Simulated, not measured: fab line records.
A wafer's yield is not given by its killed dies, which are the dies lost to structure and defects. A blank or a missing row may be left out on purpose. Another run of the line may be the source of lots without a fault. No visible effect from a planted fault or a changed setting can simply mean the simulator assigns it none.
A lot that was struck, set against a sound lot | flow sky130 | 15 out of 708 route steps
Sound: the wafers L331.1, L331.4, L331.5. Struck: wafer L339.2 (left out: L339.4, L339.6 of the same lot, which were not struck); the cause appears at the end.
Per side, at each step with rows, come the tool, then ch with its chambers, and then its first start. Under that, the readings that differ: sound wafers | struck wafers | difference of the means | sigmas: that difference in standard deviations of wafers without a fault.
alike: readings with means less than 2 such deviations apart, plus words and numbers identical on both sides. not compared: withheld readings, readings lacking a value on some wafer, bounds such as >300 that could conceal the same value, and numbers that have no deviation in the record and whose values overlap.
A row with sigmas, a row that says differs or no value, or rows on one side alone: a step with any of these is where the two part. When numbers do not overlap yet have no deviation, they are printed without sigmas and do not part them. A reading missing from all wafers of one side parts the sides only when that side holds two or more wafers.

SKY_VIA1_BOW_MEAS_03:
  struck on filmMetro-03, day 37 00:53; sound on filmMetro-02, day 34 09:27
  alike: VIA1_BOW
then, 8 steps without rows for these wafers: SKY_VIA1_DEHYDRATE_04 (time 60 s); SKY_VIA1_HMDS_05 (prime time 60 s); SKY_VIA1_COAT_06 (resist thk 60 nm); SKY_VIA1_COAT_07 (resist thk 450 nm); SKY_VIA1_SOFTBAKE_08 (time 90 s); SKY_VIA1_EXPOSE_09 (exposes mask VIM, target cd 150 nm); SKY_VIA1_PEB_10; SKY_VIA1_DEVELOP_11 (develop time 60 s).
SKY_VIA1_CD_MEAS_12: the cd target is 150 nm.
  struck on cdSem-01, day 38 03:11; sound on cdSem-02, day 35 11:52
  alike: cdNm
SKY_VIA1_OVL_MEAS_13:
  struck on overlay-02, day 38 03:17; sound on overlay-02, day 35 11:59
  alike: VIA1_OVL
SKY_VIA1_ETCH_14: etches BARC in N2/H2, stops on SiO2, time 45.9 s, target depth 60 nm.
  sound on rieDiel-01 ch 1,3, day 35 12:01; struck on rieDiel-03 ch 2, day 38 03:19
reading           | sound             | struck | difference | sigmas
h2FlowSccm (sccm) | 200.6 199.9 199.2 | 198.5  | -1.4       | -2
  alike: biasW, drypumpMotorCurrentA, oesProductAu, throttleValvePct
  not compared: rfHoursCounterH
SKY_VIA1_ETCH_15: etches SiO2 in C4F8/O2/Ar, stops on TiN, target depth 351 nm, time 54 s.
  sound on rieDiel-01 ch 1,3, day 35 12:04; struck on rieDiel-03 ch 2, day 38 03:22
reading                        | sound           | struck | difference | sigmas
biasW (W)                      | 1200 1197 1197  | 1141   | -57        | -15
model.VIA1.featureDepthNm (nm) | 346 345.1 347.4 | 342.8  | -3.4       | 
model.etch.depthNm (nm)        | 346 345.1 347.4 | 342.8  | -3.4       | 
  alike: oesProductAu
  not compared: rfHoursCounterH
SKY_VIA1_STRIP_16: strips in O2/N2.
  sound on plasmaAsher-02 ch 1, day 35 12:07; struck on plasmaAsher-04 ch 1, day 38 03:25
reading                  | sound       | struck | difference | sigmas
drypumpMotorCurrentA (A) | 4.9 4.9 4.9 | 6.0    | +1.1       | +2
  alike: oesProductAu, stripTimeToEndpointS
  not compared: rfHoursCounterH
then, 1 step without rows for these wafers: SKY_PAD_OPEN_PROBE_99.

WHERE THEY PART
Earliest at SKY_VIA1_ETCH_14; latest, in this record, at SKY_VIA1_STRIP_16.

WHY: what the simulator had put in
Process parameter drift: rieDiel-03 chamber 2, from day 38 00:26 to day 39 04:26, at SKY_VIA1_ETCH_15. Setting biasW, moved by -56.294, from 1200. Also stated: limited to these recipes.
